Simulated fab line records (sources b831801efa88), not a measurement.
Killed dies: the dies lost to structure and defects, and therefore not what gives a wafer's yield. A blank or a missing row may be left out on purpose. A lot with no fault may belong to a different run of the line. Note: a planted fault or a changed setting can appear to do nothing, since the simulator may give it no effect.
Matching of chambers    flow gf180mcu    cmp-01 running GF_V2_CMP_26: 4 sister chambers
The step polishes, stops on SiO2, t overpolish 15 s, target thk 0 nm. 14 wafers are shown with their chamber, then 7 later ones without.

## WAFERS, EACH WITH ITS CHAMBER
wafer   chamber  motor-current-A (A)  overpolish-run-s (s)  time-to-endpoint-s (s)
L553.2  3        13.5                 15.006                83
L553.4  1        10.9                 15.003                86
L553.5  1        11.0                 15.005                84
L554.1  3        12.6                 14.990                79
L554.3  0        11.4                 14.989                81
L554.5  0        11.8                 14.999                82
L563.3  2        11.1                 15.010                84
L563.4  1        10.7                 14.988                86
L563.5  1        10.8                 14.995                87
L568.1  3        12.6                 15.002                90
L568.2  0        11.5                 15.004                81
L568.3  1        10.8                 15.000                89
L569.3  0        11.6                 14.985                84
L569.4  3        13.4                 14.992                86

SIGNATURES (averages over the wafers above)
reading             chamber 0  chamber 1  chamber 2  chamber 3  scatter within a chamber
motor-current-A     11.575     10.840     11.100     13.025     0.294
overpolish-run-s    14.99425   14.99820   15.01000   14.99750   0.00772
time-to-endpoint-s  82.00      86.40      84.00      84.50      2.9
Rule: for a wafer and a chamber, the distance is found by dividing, reading by reading, the gap between the wafer's reading and the chamber's mean by the reading's scatter, squaring, summing and taking the root. The wafer belongs to the nearest chamber; if the next one is less than 2 further off, it can't be placed. The scatter is the square root of a quotient: the sum, over the shown wafers, of each reading's squared deviation from its chamber's mean, divided by wafers minus chambers.

## WAFERS MISSING THEIR CHAMBER
wafer   motor-current-A (A)  overpolish-run-s (s)  time-to-endpoint-s (s)
L569.6  12.1                 14.990                85
L571.2  11.4                 15.008                81
L571.5  11.4                 14.999                80
L571.6  12.0                 15.006                85
L575.1  10.6                 15.001                93
L575.2  11.4                 14.996                83
L575.3  11.3                 14.992                85

## WHICH CHAMBER EACH WENT THROUGH
wafer   from the rows above                in truth
L569.6  can't be placed: 0 or 3            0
L571.2  can't be placed: 2 or 0 or 1       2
L571.5  can't be placed: 0 or 2 or 1       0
L571.6  can't be placed: 0 or 2 or 3 or 1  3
L575.1  can't be placed: 1 or 2            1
L575.2  can't be placed: 0 or 2 or 1       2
L575.3  can't be placed: 0 or 1 or 2       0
Placed correctly: 0 of 7. These rows do not allow placing 7 (true chamber among the candidates in 7). Wrongly placed: 0.
